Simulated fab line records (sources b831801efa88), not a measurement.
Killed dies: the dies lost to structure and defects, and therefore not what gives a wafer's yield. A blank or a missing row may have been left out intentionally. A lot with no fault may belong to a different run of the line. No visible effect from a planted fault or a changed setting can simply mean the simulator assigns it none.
Struck lot and sound lot, side by side | flow sky130 | 17 steps out of a route of 708
Sound: the wafers L703.2, L703.5, L703.6. Struck: wafer L714.3 (left out: L714.5, a lot-mate that was not struck); the cause follows at the end.
At each step with rows: each side's tool, then ch and its chambers, then its first start. Under that, the readings that differ: sound wafers | struck wafers | difference of the means | sigmas: that difference in standard deviations of wafers without a fault.
alike: readings whose means differ by less than 2 such deviations, and words and numbers that are the same on both sides. not compared: withheld readings, readings that some wafer has no value for, bounds like >300 that may hide the same value, and numbers for which the record gives no deviation and whose values overlap.
A row with sigmas, a row that says differs or no value, or rows on one side alone: a step with any of these is where the two part. When numbers do not overlap yet have no deviation, they are printed without sigmas and do not part them. A reading missing from all wafers of one side parts the sides only when that side holds two or more wafers.

first, 2 steps without rows for these wafers: SKY_NWELL_IMPLANT_12; SKY_NWELL_IMPLANT_13.
SKY_NWELL_STRIP_14: strips in O2/N2.
  sound on plasmaAsher-03 ch 0,1, day 5 18:05; struck on plasmaAsher-04 ch 1, day 8 07:58
  alike: drypumpMotorCurrentA, o2FlowSccm, oesProductAu, stripTimeToEndpointS
  not compared: rfHoursCounterH
SKY_NWELL_TW_MEAS_15:
  sound on filmMetro-04, day 5 18:12; struck on filmMetro-03, day 8 08:02
  alike: NWELL_TW
then, 7 steps without rows for these wafers: SKY_NWELL_DEHYDRATE_16 (time 60 s); SKY_NWELL_HMDS_17 (prime time 60 s); SKY_NWELL_COAT_18 (resist thk 3000 nm); SKY_NWELL_SOFTBAKE_19; SKY_NWELL_EXPOSE_20 (exposes mask NWM COMPLEMENT, target cd 840 nm); SKY_NWELL_PEB_21; SKY_NWELL_DEVELOP_22 (develop time 60 s).
SKY_NWELL_OVL_MEAS_23:
  sound on overlay-01, day 6 12:38; struck on overlay-02, day 9 05:15
  alike: NWELL_01_OVL
SKY_NWELL_IMPLANT_24:
  sound on implanter-01 ch 0, day 6 12:42; struck on implanter-01 ch 0, day 9 05:19
reading          | sound          | struck | difference | sigmas
beamOnS (s)      | 9.84 9.87 9.53 | 8.75   | -1.00      | -5
faradayCurrentUA | 52.6 52.3 54.0 | 59.5   | +6.5       | +6
SKY_NWELL_STRIP_25: strips in O2/N2.
  sound on plasmaAsher-04 ch 0,1, day 6 12:49; struck on plasmaAsher-04 ch 1, day 9 05:28
reading                  | sound             | struck | difference | sigmas
stripTimeToEndpointS (s) | 37.16 37.17 37.12 | 36.92  | -0.23      | -2
  alike: drypumpMotorCurrentA, o2FlowSccm, oesProductAu
  not compared: rfHoursCounterH
SKY_NWELL_TW_MEAS_26:
  sound on filmMetro-03, day 6 12:56; struck on filmMetro-04, day 9 05:32
reading    | sound       | struck | difference | sigmas
NWELL_2_TW | 499 500 499 | 474    | -25        | -6
then, 1 step without rows for these wafers: SKY_NWELL_CLEAN_27 (cleans in SC1/SC2, time 150 s).
-- the record jumps here: 40 days lie between the struck wafers' starts before and after (it left off in module NWELL and takes up again in module PAD_OPEN, whose first step shown is number 708 of the route) --
SKY_PAD_OPEN_PROBE_99:
  sound on prober-01, day 47 00:46; struck on prober-02, day 49 06:04
reading                               | sound                         | struck    | difference | sigmas
killedAtFrontEnd                      | 9 16 16                       | 23        | +9         | +2
model.etest.pfet_16v.rOnOhmUm         | 1.512e+04 1.472e+04 1.533e+04 | 1.542e+04 | +3.633e+02 | 
model.etest.resPwellUnderGate.rsOhmSq | 2286 2275 2282                | 2503      | +222       | 
model.etest.pfet_16v.driveUaUm        | 241.2 245.9 242.1             | 239.8     | -3.3       | 
model.etest.fieldN.vtV (V)            | 35.94 34.53 36.17             | 32.05     | -3.50      | 
  alike: killed_at_M0_to_M3, killed_at_M4_up, killedAtContacts, killedAtOther, killedDies, killedOnRim, killedOpen, killedShort

## WHERE THEY PART
Last at SKY_PAD_OPEN_PROBE_99 as far as this record goes, first at SKY_NWELL_IMPLANT_24.

WHY: what had been put in by the simulator
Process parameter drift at SKY_NWELL_IMPLANT_24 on implanter-01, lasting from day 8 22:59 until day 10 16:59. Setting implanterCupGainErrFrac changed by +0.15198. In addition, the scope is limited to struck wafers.
